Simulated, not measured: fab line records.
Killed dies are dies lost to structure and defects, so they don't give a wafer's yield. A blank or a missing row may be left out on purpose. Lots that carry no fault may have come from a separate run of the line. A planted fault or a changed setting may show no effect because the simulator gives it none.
Which of the tools did it? -- flow gf180mcu -- 39 wafers sampled from 13 lots at 1 step of a route of 602

== WHAT EACH GAUGE READ, for each wafer ==
GF_PSD_OVL_MEAS_08. Usual: PSD_OVL gives 1.6 nm (standard deviation 1.6).
lot,measured,on,PSD_OVL (nm),flag
L626,day 14 08:52,overlay-01,3.0 2.8 3.6,
L627,day 14 12:46,overlay-02,1.2 0.0 1.4,
L628,day 15 05:36,overlay-02,3.9 1.4 3.3,
L629,day 15 12:22,overlay-02,1.5 2.6 0.5,
L631,day 16 01:25,overlay-02,1.3 0.9 1.5,
L632,day 16 15:37,overlay-01,2.8 1.7 2.9,
L634,day 17 07:10,overlay-01,2.5 1.3 3.9,
L635,day 17 13:19,overlay-01,1.2 -0.3 2.4,
L644,day 20 13:10,overlay-01,3.6 4.5 4.4,
L646,day 21 12:16,overlay-02,2.4 2.6 5.6,
L647,day 21 23:03,overlay-02,0.8 0.0 1.5,
L648,day 22 01:49,overlay-02,2.5 1.4 1.7,
L649,day 22 06:55,overlay-01,1.3 0.7 3.1,

== WHICH TOOL RAN EACH LOT (tool, then ch and the chambers of the sampled wafers, then the start) ==
Record: no process step prior to these readings.

== WHAT THE TOOLS THEMSELVES READ (means of the sampled wafers that have a number; where no wafer has one, the mark that the record gives instead) ==
The record holds no such reading with a usual standard deviation.

== THE ANSWER, worked out from the rows above alone ==
Rule: lot off if the mean of its wafers having a number is beyond 3 standard deviations from the usual mean. A lot without any number at a reading at which 4 lots or more have one is off too. All remaining lots with rows at the step are treated as sound. After the gauges, taken in route order, come the tools' own readings; for these a lot's mean is taken, as printed above. At the first step where some lot is off, the reading lying furthest off is the one used; lots without a number count as furthest.
No lot is off at any reading shown: from this, nothing can be told.

== WHAT THE SIMULATOR PUT IN ==
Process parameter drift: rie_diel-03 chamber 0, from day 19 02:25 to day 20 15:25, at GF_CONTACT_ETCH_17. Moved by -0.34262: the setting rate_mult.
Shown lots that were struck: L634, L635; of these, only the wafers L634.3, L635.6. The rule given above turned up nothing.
